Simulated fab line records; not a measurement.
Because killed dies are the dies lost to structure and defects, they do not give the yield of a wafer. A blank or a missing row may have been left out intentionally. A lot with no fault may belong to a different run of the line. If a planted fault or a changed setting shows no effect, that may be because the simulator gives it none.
A struck lot beside a sound one -- flow sky130 -- 44 out of 708 route steps
Sound: the wafers L476.1, L476.2, L476.4. The struck wafers were L490.1, L490.4, L490.5. The cause comes at the end.
Each step with rows lists, per side, the tool, then ch with its chambers, then its first start. Under that, the readings that differ: sound wafers -- struck wafers -- difference of the means -- sigmas: that difference in standard deviations of wafers without a fault.
alike: same words and numbers on both sides, and readings whose means sit less than 2 such deviations apart. not compared: any withheld reading, any reading some wafer has no value for, any bound like >300 that may hide the same value, and any number with overlapping values for which the record gives no deviation.
The two part at a step that has a row with sigmas, a row that says differs or no value, or rows on one side only. Numbers that have no deviation but don't overlap get no sigmas and don't part them. A reading missing from all wafers of one side parts the sides only when that side holds two or more wafers.

first, 4 steps without rows for these wafers: SKY_VIA2_STRIP_17 (strips in post etch residue remover, time 1200 s); SKY_VIA2_CLEAN_18 (cleans in IPA, time 180 s); SKY_VIA2_CLEAN_19 (cleans in O3/DIW); SKY_VIA2_SPUTTER_20 (material TiN, target thk 20 nm, time 80 s).
SKY_VIA2_CVD_21: deposits W, target thk 420 nm, time 126.4 s.
  sound on cvdW-02 ch 0,1, day 36 07:10; struck on cvdW-01 ch 0,1, day 40 21:21
  alike: chamberPressureTorr, heaterPowerW, susceptorTempC
SKY_VIA2_RS_MEAS_22: the measuring method here is four-point-probe.
  sound: filmMetro-04 at day 36 07:18; struck: filmMetro-04 at day 40 21:29
  alike: VIA2_W_RS
SKY_VIA2_THK_MEAS_23: measures by xrf.
  sound: filmMetro-04 at day 36 07:25; struck: filmMetro-04 at day 40 21:36
  alike: VIA2_W_THK
SKY_VIA2_CMP_24: polishes, stops on SiO2, t overpolish 20 s, target thk 0 nm.
  sound on cmp-02 ch 0,1,2, day 36 07:29; struck on cmp-02 ch 0,1,2, day 40 21:46
  alike: motorCurrentA, overpolishRunS, retainingRingPressureFrac, timeToEndpointS
SKY_METAL3_SPUTTER_00: material Ti, target thk 15 nm, time 10 s.
  sound: pvdSputter-04 at day 36 07:47; struck: pvdSputter-03 at day 40 21:58
  alike: chamberPressurePa, throttleValvePct
SKY_METAL3_SPUTTER_01: material TiN, target thk 20 nm, time 16.7 s.
  sound: pvdSputter-04 at day 36 07:48; struck: pvdSputter-03 at day 40 21:59
  alike: chamberPressurePa, throttleValvePct
then, 2 steps without rows for these wafers: SKY_METAL3_SPUTTER_02 (material AlCu, target thk 735 nm, time 39.1 s); SKY_METAL3_SPUTTER_03 (material Ti, target thk 5 nm, time 3.3 s).
SKY_METAL3_SPUTTER_04: material TiN, target thk 70 nm, time 58.3 s.
  sound: pvdSputter-04 at day 36 07:54; struck: pvdSputter-03 at day 40 22:04
reading,sound,struck,difference,sigmas
model.TiN_of_METAL3_SPUTTER_04.thkNm (nm),70.42 70.2 70.39,22.76 24.92 23.9,-46.48,
  alike: chamberPressurePa, throttleValvePct
then, 1 step without rows for these wafers: SKY_CAPM_CVD_00 (deposits SiO2, target thk 15.5 nm).
SKY_CAPM_THK_MEAS_01:
  sound: filmMetro-02 at day 36 07:58; struck: filmMetro-01 at day 40 22:09
  alike: CAPM_CVD_00_THK
then, 1 step without rows for these wafers: SKY_CAPM_SPUTTER_02 (material TiN, target thk 200 nm, time 166.7 s).
SKY_CAPM_RS_MEAS_03: the measuring method here is four-point-probe.
  sound: filmMetro-03 at day 36 08:08; struck: filmMetro-02 at day 40 22:19
  alike: CAPM_TIN_RS
SKY_CAPM_THK_MEAS_04: measures by xrf.
  sound: filmMetro-03 at day 36 08:16; struck: filmMetro-02 at day 40 22:26
  alike: CAPM_TIN_THK
then, 7 steps without rows for these wafers: SKY_CAPM_DEHYDRATE_05 (time 60 s); SKY_CAPM_HMDS_06 (prime time 60 s); SKY_CAPM_COAT_07 (resist thk 1140 nm); SKY_CAPM_SOFTBAKE_08 (time 60 s); SKY_CAPM_EXPOSE_09 (exposes mask CAPM, target cd 1000 nm); SKY_CAPM_PEB_10; SKY_CAPM_DEVELOP_11 (develop time 60 s).
SKY_CAPM_OVL_MEAS_12:
  sound: overlay-01 at day 37 10:23; struck: overlay-01 at day 41 21:17
  alike: CAPM_OVL
SKY_CAPM_METAL_ETCH_13: etches TiN in Cl2/BCl3, stops on SiO2, target depth 220 nm, time 62.9 s.
  sound on rieMetal-02 ch 0,1, day 37 10:26; struck on rieMetal-02 ch 0,1, day 41 21:20
  alike: drypumpMotorCurrentA, oesProductAu, throttleValvePct
  not compared: rfHoursCounterH
then, 12 steps without rows for these wafers: SKY_CAPM_STRIP_14 (strips in O2/N2); SKY_CAPM_STRIP_15 (strips in post etch residue remover, time 1200 s); SKY_CAPM_CLEAN_16 (cleans in IPA, time 180 s); SKY_CAPM_CLEAN_17 (cleans in O3/DIW); SKY_METAL3_DEHYDRATE_05 (time 60 s); SKY_METAL3_HMDS_06 (prime time 60 s); SKY_METAL3_COAT_07 (resist thk 60 nm); SKY_METAL3_COAT_08 (resist thk 1140 nm); SKY_METAL3_SOFTBAKE_09 (time 90 s); SKY_METAL3_EXPOSE_10 (exposes mask MM3, target cd 300 nm); SKY_METAL3_PEB_11; SKY_METAL3_DEVELOP_12 (develop time 60 s).
SKY_METAL3_CD_MEAS_13: the cd target is 300 nm.
  sound: cdSem-02 at day 38 12:25; struck: cdSem-02 at day 42 22:00
  alike: cdNm
SKY_METAL3_OVL_MEAS_14:
  sound: overlay-01 at day 38 12:32; struck: overlay-02 at day 42 22:07
  alike: METAL3_OVL
then, 1 step without rows for these wafers: SKY_METAL3_DESCUM_15 (chemistry O2, time 8 s).
SKY_METAL3_METAL_ETCH_18: etches the open film in Cl2/BCl3, stops on SiO2, target depth 845 nm, time 183.1 s.
  sound on rieMetal-04 ch 0, day 38 12:43; struck on rieMetal-03 ch 0,1, day 42 22:18
reading,sound,struck,difference,sigmas
oesProductAu (a.u.),0.869 0.866 0.848,0.850 0.849 0.834,-0.017,-2
  alike: drypumpMotorCurrentA, throttleValvePct
  not compared: rfHoursCounterH
-- the record jumps here: 6 days lie between the struck wafers' starts before and after (it left off in module METAL3 and takes up again in module PAD_OPEN, whose first step shown is number 708 of the route) --
SKY_PAD_OPEN_PROBE_99:
  sound: prober-01 at day 45 17:38; struck: prober-02 at day 49 09:34
reading,sound,struck,difference,sigmas
model.etest.via3Chain.rcOhm,10.38 9.585 10.46,8.634 8.777 8.891,-1.374,
  alike: defectLimitedYield, killed_at_M0_to_M3, killed_at_M4_up, killedAtContacts, killedAtFrontEnd, killedAtOther, killedDies, killedOpen, killedShort, sort_bin_3_pad_short, sort_bin_5_function, sort_bin_6_memory, sortNPass, sortYieldPct

## WHERE THEY PART
SKY_METAL3_METAL_ETCH_18 only, going by this record. Later steps at which nothing parts them and some readings are alike: SKY_PAD_OPEN_PROBE_99.

WHY: whatever the simulator had introduced
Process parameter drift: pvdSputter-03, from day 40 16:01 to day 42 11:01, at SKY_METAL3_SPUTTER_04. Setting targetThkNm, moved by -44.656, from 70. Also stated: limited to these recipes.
